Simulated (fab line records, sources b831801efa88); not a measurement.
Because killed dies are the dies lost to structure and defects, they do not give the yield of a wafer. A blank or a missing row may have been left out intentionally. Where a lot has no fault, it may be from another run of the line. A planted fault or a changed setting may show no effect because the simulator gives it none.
2 desks looking at one fault | flow sky130 | each desk has only its own numbers; what lay behind them comes last

== AT THE TOOL OWNER'S DESK: rie_diel-01 ==
The tool's own readings at SKY_SONOS_ONO_ETCH_15 (etches the open film in CHF3/O2, target depth 19.52 nm, time 7.8 s): means of the sampled wafers that have a number, for each lot that ran on this tool. Marked OUT: a lot whose mean sits more than 4 standard deviations from the usual mean, which makes it out of limits; the brackets give that distance.
Columns: A = drypump_motor_current_A at SKY_SONOS_ONO_ETCH_15, usual 5.9 A; B = oes_product_au at SKY_SONOS_ONO_ETCH_15, usual 1.003 a.u.; C = rf_fwd_power_W at SKY_SONOS_ONO_ETCH_15, usual 588.1 W; D = throttle_valve_pct at SKY_SONOS_ONO_ETCH_15, usual 8.825 %
lot  | first seen here | A   | B     | C     | D
L784 | day 12 20:04    | 5.7 | 1.001 | 588.0 | 8.822
L787 | day 13 19:08    | 5.9 | 1.011 | 586.5 | 8.824
L788 | day 13 23:00    | 6.3 | 1.004 | 587.0 | 8.822
L798 | day 17 13:00    | 5.9 | 1.004 | 588.5 | 8.821
L800 | day 18 10:07    | 6.0 | 1.021 | 587.7 | 8.835
L803 | day 19 06:25    | 6.4 | 1.010 | 587.6 | 8.825
L807 | day 21 07:35    | 6.1 | 1.016 | 587.6 | 8.826
Result from this desk: across the 7 lots, nothing is out of limits.

== AT THE METROLOGY DESK ==
What the gauges read, lot by lot, whatever tool the lot ran on: means of the sampled wafers that have a number. Marked OUT: a lot whose mean sits more than 4 standard deviations from the usual mean, which makes it out of limits; the brackets give that distance.
Columns: A = FIELD_ISO_OXIDATION_01_THK at SKY_FIELD_ISO_THK_MEAS_23, usual 9.91 nm; B = SD_N_OVL at SKY_SD_N_OVL_MEAS_08, usual 0.9 nm; C = LI_CONTACT_HDPCVD_THK at SKY_LI_CONTACT_THK_MEAS_01, usual 934 nm
lot  | first seen here | A     | B    | C
L784 | day 2 06:22     | 10.35 | 2.0  | 950
L787 | day 2 22:52     | 9.99  | 0.5  | 943
L788 | day 3 02:22     | 9.92  | -0.3 | 922
L797 | day 5 02:38     | 9.80  | 2.0  | 935
L798 | day 5 09:10     | 9.59  | -0.8 | 934
L799 | day 5 17:57     | 9.90  | 1.9  | 939
L800 | day 5 20:49     | 10.15 | 1.5  | 930
L801 | day 6 02:06     | 9.67  | 1.7  | 942
L802 | day 6 05:26     | 10.05 | 1.1  | 937
L803 | day 6 10:31     | 9.87  | 0.5  | 934
L804 | day 6 15:11     | 9.93  | -0.1 | 930
L805 | day 6 22:08     | 10.25 | 0.1  | 935
L806 | day 7 03:40     | 10.09 | 0.4  | 930
L807 | day 7 12:03     | 9.68  | 1.3  | 915
Result from this desk: across the 14 lots, nothing is out of limits.

== PUT TOGETHER ==
The tool owner's desk saw nothing out of limits.
Metrology desk: nothing out of limits seen.

== WHAT THE SIMULATOR PUT IN ==
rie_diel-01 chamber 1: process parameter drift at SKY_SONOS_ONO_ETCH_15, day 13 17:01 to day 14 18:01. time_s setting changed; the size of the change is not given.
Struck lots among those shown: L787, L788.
